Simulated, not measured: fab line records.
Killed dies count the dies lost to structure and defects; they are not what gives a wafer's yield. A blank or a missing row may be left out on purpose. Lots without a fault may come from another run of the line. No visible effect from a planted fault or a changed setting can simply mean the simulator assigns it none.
Which tool was responsible? / flow sfq_line / 14 lots, 40 wafers sampled, at 1 step of a route of 325

## WHAT THE GAUGES SHOWED, per wafer
The record lacks any reading of a measuring or inspecting step that a usual standard deviation could be used to judge.

## WHICH TOOL RAN EACH LOT (tool, then ch and the chambers of the sampled wafers, then the start)
lot=L104; SFQ_TRILAYER_M6_BARC_OPEN_METAL_ETCH_206=rie_metal-01 ch 0,1, day 58 16:47
lot=L105; SFQ_TRILAYER_M6_BARC_OPEN_METAL_ETCH_206=rie_metal-01 ch 0,1, day 59 01:11
lot=L106; SFQ_TRILAYER_M6_BARC_OPEN_METAL_ETCH_206=rie_metal-04 ch 0,1, day 59 05:59
lot=L107; SFQ_TRILAYER_M6_BARC_OPEN_METAL_ETCH_206=rie_metal-04 ch 0,1, day 59 09:35
lot=L108; SFQ_TRILAYER_M6_BARC_OPEN_METAL_ETCH_206=rie_metal-01 ch 0, day 60 11:59
lot=L109; SFQ_TRILAYER_M6_BARC_OPEN_METAL_ETCH_206=rie_metal-04 ch 0,1, day 60 13:11
lot=L110; SFQ_TRILAYER_M6_BARC_OPEN_METAL_ETCH_206=rie_metal-03 ch 1, day 60 21:37
lot=L111; SFQ_TRILAYER_M6_BARC_OPEN_METAL_ETCH_206=rie_metal-01 ch 0,1, day 61 01:11
lot=L112; SFQ_TRILAYER_M6_BARC_OPEN_METAL_ETCH_206=rie_metal-04 ch 0,1, day 61 07:13
lot=L113; SFQ_TRILAYER_M6_BARC_OPEN_METAL_ETCH_206=rie_metal-03 ch 1, day 61 08:23
lot=L114; SFQ_TRILAYER_M6_BARC_OPEN_METAL_ETCH_206=rie_metal-01 ch 0,1, day 61 18:01
lot=L120; SFQ_TRILAYER_M6_BARC_OPEN_METAL_ETCH_206=rie_metal-01 ch 1, day 63 13:47
lot=L122; SFQ_TRILAYER_M6_BARC_OPEN_METAL_ETCH_206=rie_metal-01 ch 0,1, day 63 21:43
lot=L127; SFQ_TRILAYER_M6_BARC_OPEN_METAL_ETCH_206=rie_metal-03 ch 0,1, day 65 21:13
- SFQ_TRILAYER_M6_BARC_OPEN_METAL_ETCH_206: etches BARC in O2, target depth 125 nm, time 41.7 s.

## WHAT THE TOOLS THEMSELVES READ (means of the sampled wafers that have a number; where no wafer has one, the mark that the record gives instead)
SFQ_TRILAYER_M6_BARC_OPEN_METAL_ETCH_206.
lot=L104; tool=rie_metal-01; chamber_pressure_mTorr (mTorr)=9.994; drypump_motor_current_A (A)=5.5; oes_product_au (a.u.)=0.683; run_length_s (s)=69.8
lot=L105; tool=rie_metal-01; chamber_pressure_mTorr (mTorr)=10.005; drypump_motor_current_A (A)=5.3; oes_product_au (a.u.)=0.688; run_length_s (s)=70.0
lot=L106; tool=rie_metal-04; chamber_pressure_mTorr (mTorr)=10.003; drypump_motor_current_A (A)=5.9; oes_product_au (a.u.)=0.692; run_length_s (s)=70.4
lot=L107; tool=rie_metal-04; chamber_pressure_mTorr (mTorr)=9.993; drypump_motor_current_A (A)=5.9; oes_product_au (a.u.)=0.687; run_length_s (s)=70.1
lot=L108; tool=rie_metal-01; chamber_pressure_mTorr (mTorr)=10.001; drypump_motor_current_A (A)=5.0; oes_product_au (a.u.)=0.687; run_length_s (s)=70.0
lot=L109; tool=rie_metal-04; chamber_pressure_mTorr (mTorr)=10.006; drypump_motor_current_A (A)=5.9; oes_product_au (a.u.)=0.686; run_length_s (s)=70.2
lot=L110; tool=rie_metal-03; chamber_pressure_mTorr (mTorr)=9.993; drypump_motor_current_A (A)=5.3; oes_product_au (a.u.)=0.687; run_length_s (s)=69.8
lot=L111; tool=rie_metal-01; chamber_pressure_mTorr (mTorr)=10.000; drypump_motor_current_A (A)=5.3; oes_product_au (a.u.)=0.681; run_length_s (s)=69.8
lot=L112; tool=rie_metal-04; chamber_pressure_mTorr (mTorr)=9.999; drypump_motor_current_A (A)=5.9; oes_product_au (a.u.)=0.686; run_length_s (s)=70.2
lot=L113; tool=rie_metal-03; chamber_pressure_mTorr (mTorr)=10.006; drypump_motor_current_A (A)=5.3; oes_product_au (a.u.)=0.683; run_length_s (s)=69.7
lot=L114; tool=rie_metal-01; chamber_pressure_mTorr (mTorr)=9.999; drypump_motor_current_A (A)=5.6; oes_product_au (a.u.)=0.684; run_length_s (s)=70.0
lot=L120; tool=rie_metal-01; chamber_pressure_mTorr (mTorr)=9.997; drypump_motor_current_A (A)=5.8; oes_product_au (a.u.)=0.778; run_length_s (s)=64.3
lot=L122; tool=rie_metal-01; chamber_pressure_mTorr (mTorr)=10.007; drypump_motor_current_A (A)=5.4; oes_product_au (a.u.)=0.877; run_length_s (s)=58.8
lot=L127; tool=rie_metal-03; chamber_pressure_mTorr (mTorr)=9.998; drypump_motor_current_A (A)=5.2; oes_product_au (a.u.)=0.680; run_length_s (s)=69.4

## THE ANSWER, worked out from the rows above alone
Rule: usual is defined by the lots themselves. The widest of any qualifying gaps counts: lots, ordered by their means at a reading, are off when they make up no more than a third of the lots, leave a main group of 4 or more, and stand apart from it by 3 or more times the standard deviation of that group's means. Not used: any main group whose means are identical at the precision the tables above print for the reading. Also off: a lot with no number at a reading for which 4 or more lots have one. Where the step has rows for the other lots, those lots are counted as sound. The gauges are gone through in route order, then the tools' own readings, and for those a lot's mean is taken as printed above. The first step at which some lot is off is used, and at that step the reading that is off furthest; a lot without a number counts as furthest.
Off, at SFQ_TRILAYER_M6_BARC_OPEN_METAL_ETCH_206 on oes_product_au: L120, L122. Mean 0.685 a.u. and standard deviation 0.0032 in the main group.
If a tool, at that step or one of the process steps before it, ran each lot that is off and ran no sound lot following the first of them, it fits. One candidate fits, namely rie_metal-01 at SFQ_TRILAYER_M6_BARC_OPEN_METAL_ETCH_206. Its last sound lot is L114 (day 61 18:01), its first lot that is off L120 (day 63 13:47): a fault that began between those two fits.
The tool's own readings at SFQ_TRILAYER_M6_BARC_OPEN_METAL_ETCH_206 bear it out: on the lots that are off they differ by more than 5 times the standard deviation of the sound lots' means. oes_product_au reads 0.828 a.u. there against 0.685 a.u. on the sound lots; run_length_s reads 61.5 s there against 70.0 s on the sound lots.

## WHAT THE SIMULATOR HAD PUT IN
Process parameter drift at SFQ_TRILAYER_M6_BARC_OPEN_METAL_ETCH_206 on rie_metal-01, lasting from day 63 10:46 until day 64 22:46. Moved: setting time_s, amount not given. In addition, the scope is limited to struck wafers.
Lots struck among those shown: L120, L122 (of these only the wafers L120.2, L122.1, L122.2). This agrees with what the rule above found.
